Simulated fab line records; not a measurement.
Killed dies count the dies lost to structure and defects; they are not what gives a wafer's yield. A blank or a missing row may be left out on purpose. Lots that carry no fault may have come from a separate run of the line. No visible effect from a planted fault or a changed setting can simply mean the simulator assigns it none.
One fault through the eyes of 2 desks ; flow sfqLine ; each desk holds nothing but its own numbers, with what lay behind them at the end

== FOR THE TOOL OWNER'S DESK: pvdSputter-04 ==
The tool's own readings at SFQ_TRILAYER_R5_DEP_SPUTTER_133 (material MoNx, target thk 40 nm, time 66.7 s): means of the sampled wafers that have a number, for each lot that ran on this tool. Marked OUT: a lot whose mean sits more than 4 standard deviations from the usual mean, which makes it out of limits; the brackets give that distance.
Columns: A = chamberPressurePa at SFQ_TRILAYER_R5_DEP_SPUTTER_133, usual 0.4001 Pa; B = throttleValvePct at SFQ_TRILAYER_R5_DEP_SPUTTER_133, usual 30.2 %
lot;first seen here;A;B
L604;day 48 21:44;0.3999;30.1
L621;day 54 21:47;0.3998;29.2
L623;day 55 03:47;0.3996;29.4
This desk's verdict: no lot among the 3 shows anything out of limits.

== METROLOGY DESK ==
What the gauges read, lot by lot, whatever tool the lot ran on: means of the sampled wafers that have a number. Marked OUT: a lot whose mean sits more than 4 standard deviations from the usual mean, which makes it out of limits; the brackets give that distance.
Columns: A = R5_MONX_RS at SFQ_R5_RS_MEAS_933, usual 7.05 ohm/sq; B = R5_MONX_THK at SFQ_R5_THK_MEAS_934, usual 39.2 nm; C = R5_OVL at SFQ_R5_OVL_MEAS_935, usual 2 nm
lot;first seen here;A;B;C
L603;day 48 12:49;7.00;39.4;0
L604;day 48 21:49;7.13;38.5;4
L605;day 49 06:56;7.07;39.7;8
L606;day 50 07:04;7.01;39.2;-4
L607;day 50 19:02;7.12;38.9;1
L608;day 51 05:41;6.97;39.0;3
L609;day 51 16:04;7.09;38.9;3
L610;day 51 22:03;7.15;38.6;5
L611;day 52 08:41;6.96;39.5;2
L613;day 52 18:44;7.24;38.1;1
L621;day 54 21:52;7.70 (+5.4) OUT;36.2 (-4.3) OUT;5
L623;day 55 03:51;8.27 (+10) OUT;33.5 (-8.3) OUT;-8
L624;day 55 06:53;6.94;39.8;6
L625;day 55 12:59;6.98;39.2;5
This desk reports L621, L623 out of limits; the earliest was L621 at day 54 21:52 (R5_MONX_RS at SFQ_R5_RS_MEAS_933). Within limits: L603, L604, L605, L606, L607, L608, L609, L610, L611, L613, L624, L625.

== TAKEN TOGETHER ==
On L621, L623, the metrology desk was in a position to raise an alarm at day 54 21:52.
Nothing out of limits was seen by the tool owner's desk.
Tool owner's desk: L621, L623 on record, inside its limits.
Every lot named ran SFQ_TRILAYER_R5_DEP_SPUTTER_133 on pvdSputter-04.

== WHAT THE SIMULATOR PUT IN ==
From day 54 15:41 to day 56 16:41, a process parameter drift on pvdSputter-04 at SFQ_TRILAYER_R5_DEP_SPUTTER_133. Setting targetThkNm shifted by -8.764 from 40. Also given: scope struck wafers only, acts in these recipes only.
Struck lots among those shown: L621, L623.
Hours from the fault's start to each desk's first reading out of limits: the metrology desk, 6.
